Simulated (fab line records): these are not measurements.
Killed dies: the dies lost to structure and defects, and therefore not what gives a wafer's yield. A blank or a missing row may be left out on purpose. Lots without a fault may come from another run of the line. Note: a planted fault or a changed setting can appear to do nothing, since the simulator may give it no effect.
Which tool was responsible? | flow gf180mcu | Sampling: 7 lots, 21 wafers, 5 of 602 route steps

## WHAT EACH GAUGE READ, for each wafer
GF_M3_CD_MEAS_14: target cd 280 nm.
lot  | measured     | on        | cd nm (nm)
L614 | day 22 04:41 | cd sem-02 | 278.0 277.1 276.3
L616 | day 22 19:24 | cd sem-01 | 279.6 280.0 280.4
L618 | day 23 11:40 | cd sem-01 | 280.5 281.2 280.6
L620 | day 23 21:49 | cd sem-01 | 279.0 279.9 279.7
L626 | day 26 02:08 | cd sem-02 | 281.0 280.2 279.6
L629 | day 26 19:52 | cd sem-02 | 264.1 241.7 237.5
L632 | day 27 21:17 | cd sem-01 | 282.5 282.2 281.2

## WHAT TOOL EACH LOT RAN ON (gives the tool, then ch and the chambers of the sampled wafers, and finally the start)
lot  | GF_M3_SPUTTER_00             | GF_M3_SPUTTER_01             | GF_M3_SPUTTER_04             | GF_M3_EXPOSE_11
L614 | pvd sputter-01, day 21 04:53 | pvd sputter-01, day 21 04:59 | pvd sputter-01, day 21 05:04 | krf scanner-02 ch 0, day 21 16:59
L616 | pvd sputter-01, day 21 19:49 | pvd sputter-01, day 21 19:55 | pvd sputter-01, day 21 20:00 | krf scanner-02 ch 0, day 22 08:05
L618 | pvd sputter-03, day 22 12:11 | pvd sputter-03, day 22 12:17 | pvd sputter-03, day 22 12:22 | krf scanner-02 ch 0, day 23 00:31
L620 | pvd sputter-03, day 22 23:02 | pvd sputter-03, day 22 23:08 | pvd sputter-03, day 22 23:13 | krf scanner-02 ch 0, day 23 11:01
L626 | pvd sputter-03, day 25 04:34 | pvd sputter-03, day 25 04:40 | pvd sputter-03, day 25 04:45 | krf scanner-02 ch 0, day 25 15:47
L629 | pvd sputter-04, day 25 22:41 | pvd sputter-04, day 25 22:47 | pvd sputter-04, day 25 22:52 | krf scanner-02 ch 0, day 26 09:49
L632 | pvd sputter-03, day 27 00:46 | pvd sputter-03, day 27 00:52 | pvd sputter-03, day 27 00:57 | krf scanner-01 ch 0, day 27 11:23
- GF_M3_SPUTTER_00: material Ti, target thk 37.5 nm, time 150 s.
- GF_M3_SPUTTER_01: material TiN, target thk 30 nm, time 25 s.
- GF_M3_SPUTTER_04: material TiN, target thk 50 nm, time 41.7 s.
- GF_M3_EXPOSE_11: exposes mask Metal3, target cd 280 nm.

## THE ANSWER, worked out from the rows above alone
Rule: the lots themselves supply what counts as usual. Put in order of their means at a reading, lots are off if they are a third of the lots or fewer, leave a main group of 4 or more, and stand apart from it by a gap of 3 or more times the standard deviation of the main group's means; of several such gaps the widest counts. A main group whose means are all the same, to the digits that the tables above print for the reading, isn't used. A lot without any number at a reading at which 4 lots or more have one is off too. The other lots that the step has rows for count as sound.
Off: L629, at GF_M3_CD_MEAS_14 (cd nm). Main group: mean 279.9 nm, sd 1.5.
A tool fits if, at a process step before that reading, it ran every lot that is off, and no sound lot after the first of them. The gauges at GF_M3_CD_MEAS_14 are tried like those tools. Can't be told from this: 3 tools fit, pvd sputter-04 at GF_M3_SPUTTER_00 and GF_M3_SPUTTER_01 and GF_M3_SPUTTER_04, krf scanner-02 at GF_M3_EXPOSE_11, cd sem-02 at GF_M3_CD_MEAS_14.

## WHAT WAS PUT IN BY THE SIMULATOR
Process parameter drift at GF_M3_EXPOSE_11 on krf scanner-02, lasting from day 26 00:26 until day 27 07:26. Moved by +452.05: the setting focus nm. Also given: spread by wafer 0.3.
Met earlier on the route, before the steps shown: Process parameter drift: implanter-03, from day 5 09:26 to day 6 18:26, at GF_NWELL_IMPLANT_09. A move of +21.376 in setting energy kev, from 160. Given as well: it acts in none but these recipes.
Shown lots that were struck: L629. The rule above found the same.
